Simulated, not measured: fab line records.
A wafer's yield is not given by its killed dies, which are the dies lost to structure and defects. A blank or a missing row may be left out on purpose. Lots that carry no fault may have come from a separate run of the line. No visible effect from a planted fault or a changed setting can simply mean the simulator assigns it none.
One fault seen from 2 desks :: flow gf180mcu :: what lay behind the numbers comes last; until then each desk has only its own

THE METROLOGY DESK
Lot by lot, what the gauges showed, no matter which tool ran the lot: averages of those sampled wafers that carry a number. If a lot's mean is further than 4 standard deviations from the usual mean, the lot is out of limits and carries the mark OUT (the distance appears in the brackets).
Columns: A = HV_LDD_4_TW at GF_HV_LDD_TW_MEAS_50, usual 570; B = cdNm at GF_M3_CD_MEAS_14, usual 280.1 nm
lot: L535
first seen here: day 12 08:11
A: 575
B: 278.7

lot: L536
first seen here: day 12 16:27
A: 574
B: 279.3

lot: L537
first seen here: day 13 03:46
A: 574
B: 277.7

lot: L538
first seen here: day 13 08:18
A: 570
B: 280.3

lot: L539
first seen here: day 13 17:22
A: 569
B: 277.2

lot: L542
first seen here: day 14 17:36
A: 569
B: 279.0

lot: L543
first seen here: day 15 02:32
A: 565
B: 279.0

lot: L544
first seen here: day 15 09:23
A: 567
B: 280.8

lot: L545
first seen here: day 15 17:29
A: 574
B: 282.8

lot: L548
first seen here: day 16 21:26
A: 570
B: 281.5

lot: L549
first seen here: day 17 03:55
A: 574
B: 279.8

lot: L556
first seen here: day 19 14:02
A: 510 (-13) OUT
B: -

lot: L557
first seen here: day 20 05:54
A: 524 (-10) OUT
B: 279.7

lot: L558
first seen here: day 20 06:04
A: 569
B: 280.7
Per this desk, out of limits: L556, L557; the first was L556, day 19 14:02 (HV_LDD_4_TW at GF_HV_LDD_TW_MEAS_50). L535, L536, L537, L538, L539, L542, L543, L544, L545, L548, L549, L558: within limits.

FOR THE TOOL OWNER'S DESK: implanter-03
The tool's own readings at GF_HV_LDD_IMPLANT_48, given as means over the sampled wafers that have a number, one for each lot that went through this tool. If a lot's mean is further than 4 standard deviations from the usual mean, the lot is out of limits and carries the mark OUT (the distance appears in the brackets).
Columns: A = beamEnergyKeV at GF_HV_LDD_IMPLANT_48, usual 25.000; B = endStationPressureTorr at GF_HV_LDD_IMPLANT_48, usual 5.13e-06 Torr
lot: L542
first seen here: day 14 17:21
A: 25.001
B: 5.15e-06

lot: L548
first seen here: day 16 21:12
A: 25.002
B: 5.08e-06

lot: L556
first seen here: day 19 13:48
A: 16.424 (-99 or more) OUT
B: 5.42e-06

lot: L557
first seen here: day 20 05:39
A: 16.420 (-99 or more) OUT
B: 5.10e-06
This desk's verdict: out of limits on L556, L557, starting with L556 at day 19 13:48 (beamEnergyKeV at GF_HV_LDD_IMPLANT_48). L542, L548: within limits.

ALL TOGETHER
On L556, L557, at day 19 13:48, an alarm was possible from the tool owner's desk.
At day 19 14:02 the metrology desk could have sounded an alarm, on L556, L557.
GF_HV_LDD_IMPLANT_48 was run on implanter-03 by each of the lots named.

WHAT THE SIMULATOR PUT IN
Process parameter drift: implanter-03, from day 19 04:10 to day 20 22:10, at GF_HV_LDD_IMPLANT_48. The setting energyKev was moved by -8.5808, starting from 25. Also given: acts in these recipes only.
Struck lots among those shown: L556, L557.
Counting hours from when the fault started, the first reading out of limits came at 10 for the tool owner's desk and at 10 for the metrology desk.
